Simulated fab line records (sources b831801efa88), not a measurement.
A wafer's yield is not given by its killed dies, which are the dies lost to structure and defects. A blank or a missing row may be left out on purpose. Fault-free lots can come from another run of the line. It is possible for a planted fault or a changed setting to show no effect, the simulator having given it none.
One fault seen from 2 desks || flow gf180mcu || what lay behind the numbers comes last; until then each desk has only its own

== FOR THE TOOL OWNER'S DESK: rie-metal-03 ==
The tool's own readings at GF_MIM_METAL_ETCH_19 (etches the open film in Cl2/BCl3, stops on Si3N4, target depth 324.5 nm, time 54.1 s): means of the sampled wafers that have a number, for each lot that ran on this tool. The brackets show how far a lot's mean lies from the usual mean; more than 4 standard deviations puts the lot out of limits, marked OUT.
Columns: A = bias-w at GF_MIM_METAL_ETCH_19, usual 139.9 W; B = drypump-motor-current-A at GF_MIM_METAL_ETCH_19, usual 5.4 A; C = oes-product-au at GF_MIM_METAL_ETCH_19, usual 0.940 a.u.; D = throttle-valve-pct at GF_MIM_METAL_ETCH_19, usual 28.286 %
{"lot": "L656", "first seen here": "day 28 02:44", "A": 139.2, "B": 5.5, "C": 0.940, "D": 28.286}
{"lot": "L664", "first seen here": "day 30 15:16", "A": "134.4 (-12) OUT", "B": 5.3, "C": 0.945, "D": 28.280}
{"lot": "L668", "first seen here": "day 31 11:55", "A": "134.0 (-13) OUT", "B": 5.3, "C": 0.938, "D": 28.289}
This desk's finding: out of limits on L664, L668; first on L664, day 30 15:16 (bias-w at GF_MIM_METAL_ETCH_19). L656 stayed within limits.

== AT THE METROLOGY DESK ==
Means of the sampled wafers that have a number, per lot and without regard to the tool the lot ran on: this is what the gauges read. The brackets show how far a lot's mean lies from the usual mean; more than 4 standard deviations puts the lot out of limits, marked OUT.
Columns: A = MIM_ALCU_RS at GF_MIM_RS_MEAS_10, usual 0.1608 ohm/sq; B = MIM_ALCU_THK at GF_MIM_THK_MEAS_11, usual 201.3 nm
{"lot": "L654", "first seen here": "day 26 13:53", "A": 0.1596, "B": 202.1}
{"lot": "L656", "first seen here": "day 27 06:06", "A": 0.1624, "B": 199.6}
{"lot": "L664", "first seen here": "day 29 20:34", "A": 0.1592, "B": 204.1}
{"lot": "L668", "first seen here": "day 30 18:36", "A": 0.1603, "B": 202.3}
{"lot": "L669", "first seen here": "day 31 01:08", "A": 0.1595, "B": 201.9}
{"lot": "L671", "first seen here": "day 31 07:48", "A": 0.1604, "B": 202.4}
This desk found nothing out of limits on any of the 6 lots.

== TAKEN TOGETHER ==
The tool owner's desk could have raised an alarm at day 30 15:16, on L664, L668.
At the metrology desk, nothing out of limits was observed.
The metrology desk has L664, L668 on record, within its limits.
All the named lots went through GF_MIM_METAL_ETCH_19 on rie-metal-03.

== WHAT WAS PUT IN BY THE SIMULATOR ==
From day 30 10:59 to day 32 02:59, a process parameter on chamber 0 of rie-metal-03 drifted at GF_MIM_METAL_ETCH_19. From 140, the setting bias-w moved by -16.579. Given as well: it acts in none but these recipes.
Struck lots among those shown: L664, L668.
How many hours passed from the start of the fault until each desk's first out-of-limits reading: the tool owner's desk, 4.
